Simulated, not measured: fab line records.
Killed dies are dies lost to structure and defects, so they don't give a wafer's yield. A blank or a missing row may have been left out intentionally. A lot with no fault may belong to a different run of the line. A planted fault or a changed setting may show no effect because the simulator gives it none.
A lot that was struck, set against a sound lot	flow sky130	32 out of 708 route steps
Sound: the wafers L757.4, L757.5, L757.6. The struck wafers were L761.1, L761.2, L761.5. Last of all comes the cause.
Per side, at each step with rows, come the tool, then ch with its chambers, and then its first start. Under that, the readings that differ: sound wafers	struck wafers	difference of the means	sigmas: that difference in standard deviations of wafers without a fault.
alike: readings whose means differ by less than 2 such deviations, and words and numbers that are the same on both sides. not compared: withheld readings, readings that some wafer has no value for, bounds like >300 that may hide the same value, and numbers for which the record gives no deviation and whose values overlap.
A row with sigmas, a row that says differs or no value, or rows on one side alone: a step with any of these is where the two part. When numbers do not overlap yet have no deviation, they are printed without sigmas and do not part them. A reading missing from all wafers of one side parts the sides only when that side holds two or more wafers.

SKY_PWDE_OVL_MEAS_07:
  sound: overlay-01 at day 6 12:59; struck: overlay-01 at day 7 10:13
  alike: PWDE_OVL
after that, 1 step had no rows for these wafers: SKY_PWDE_IMPLANT_08.
SKY_PWDE_STRIP_09: strips in O2/N2.
  sound on plasma_asher-02 ch 0,1, day 6 13:11; struck on plasma_asher-04 ch 0,1, day 7 10:24
  alike: drypump_motor_current_A, o2_flow_sccm, oes_product_au, strip_time_to_endpoint_s
  not compared: rf_hours_counter_h
SKY_PWDE_TW_MEAS_10:
  sound: film_metro-04 at day 6 13:17; struck: film_metro-03 at day 7 10:30
  alike: PWDE_TW
then, 7 steps without rows for these wafers: SKY_NWELL_DEHYDRATE_03 (time 60 s); SKY_NWELL_HMDS_04 (prime time 60 s); SKY_NWELL_COAT_05 (resist thk 3000 nm); SKY_NWELL_SOFTBAKE_06; SKY_NWELL_EXPOSE_07 (exposes mask NWM, target cd 840 nm); SKY_NWELL_PEB_08; SKY_NWELL_DEVELOP_09 (develop time 60 s).
SKY_NWELL_OVL_MEAS_10:
  sound: overlay-01 at day 7 08:19; struck: overlay-01 at day 8 06:15
reading	sound	struck	difference	sigmas
NWELL_00_OVL (nm)	-0.8 1.9 -0.7	-3.5 -3.2 -3.2	-3.4	-2
SKY_NWELL_IMPLANT_11:
  sound on implanter-01 ch 0, day 7 08:24; struck on implanter-01 ch 0, day 8 06:17
  alike: end_station_pressure_torr
then, 2 steps without rows for these wafers: SKY_NWELL_IMPLANT_12; SKY_NWELL_IMPLANT_13.
SKY_NWELL_STRIP_14: strips in O2/N2.
  sound on plasma_asher-03 ch 0,1, day 7 08:49; struck on plasma_asher-02 ch 0,1, day 8 06:44
  alike: drypump_motor_current_A, o2_flow_sccm, oes_product_au, strip_time_to_endpoint_s
  not compared: rf_hours_counter_h
SKY_NWELL_TW_MEAS_15:
  sound: film_metro-04 at day 7 08:54; struck: film_metro-02 at day 8 06:50
reading	sound	struck	difference	sigmas
NWELL_TW	1823 1830 1825	1762 1758 1769	-63	-4
then, 7 steps without rows for these wafers: SKY_NWELL_DEHYDRATE_16 (time 60 s); SKY_NWELL_HMDS_17 (prime time 60 s); SKY_NWELL_COAT_18 (resist thk 3000 nm); SKY_NWELL_SOFTBAKE_19; SKY_NWELL_EXPOSE_20 (exposes mask NWM COMPLEMENT, target cd 840 nm); SKY_NWELL_PEB_21; SKY_NWELL_DEVELOP_22 (develop time 60 s).
SKY_NWELL_OVL_MEAS_23:
  sound: overlay-02 at day 8 04:34; struck: overlay-01 at day 9 03:35
  alike: NWELL_01_OVL
after that, 1 step had no rows for these wafers: SKY_NWELL_IMPLANT_24.
SKY_NWELL_STRIP_25: strips in O2/N2.
  sound on plasma_asher-02 ch 0,1, day 8 04:46; struck on plasma_asher-03 ch 0,1, day 9 03:46
  alike: drypump_motor_current_A, o2_flow_sccm, oes_product_au, strip_time_to_endpoint_s
  not compared: rf_hours_counter_h
SKY_NWELL_TW_MEAS_26:
  sound: film_metro-03 at day 8 04:51; struck: film_metro-02 at day 9 03:52
  alike: NWELL_2_TW
then, 1 step without rows for these wafers: SKY_NWELL_CLEAN_27 (cleans in SC1/SC2, time 150 s).
SKY_NWELL_RTA_28: time 30 s.
  sound on rtp_anneal-02 ch 0, day 8 04:59; struck on rtp_anneal-02 ch 0, day 9 03:59
  alike: lamp_power_pct, wafer_temp_C_max
SKY_NWELL_RS_MEAS_29: uses a four-point probe to measure.
  sound: film_metro-04 at day 8 05:05; struck: film_metro-04 at day 9 04:26
reading	sound	struck	difference	sigmas
NWELL_RS (ohm/sq)	627.0 626.5 626.1	647.4 647.9 646.4	+20.7	+11
  not compared: hold
-- the record jumps here: 40 days lie between the struck wafers' starts before and after (it left off in module NWELL and takes up again in module PAD_OPEN, whose first step shown is number 708 of the route) --
SKY_PAD_OPEN_PROBE_99:
  sound: prober-01 at day 48 18:10; struck: prober-01 at day 49 13:02
reading	sound	struck	difference	sigmas
killed_at_other	1 2 1	0 0 0	-1	-2
model.etest.res_nwell.line_ohm_um	1154 1148 1167	1213 1168 1200	+37	
model.etest.res_nwell.rs_ohm_sq	956.9 960.5 965.8	1015 994.6 1003	+43	
model.etest.res_nwell.rs_ohm_sq_range	21.05 17.52 15.01	79.92 71.45 73.09	+56.96	
model.etest.res_nwell.rs_ohm_sq_rim_less_centre	3.946 -9.877 8.355	-20.87 -38.86 -16.8	-26.32	
  alike: killed_at_M0_to_M3, killed_at_M4_up, killed_at_contacts, killed_at_front_end, killed_dies, killed_open, killed_short
  not compared: model.etest.nfet_16v.r_on_ohm_um, model.etest.pfet_01v8_lvt.vt_v_range

WHERE THEY PART
At SKY_NWELL_OVL_MEAS_10 first; at SKY_PAD_OPEN_PROBE_99 last (within this record only).

WHY: what had been put in by the simulator
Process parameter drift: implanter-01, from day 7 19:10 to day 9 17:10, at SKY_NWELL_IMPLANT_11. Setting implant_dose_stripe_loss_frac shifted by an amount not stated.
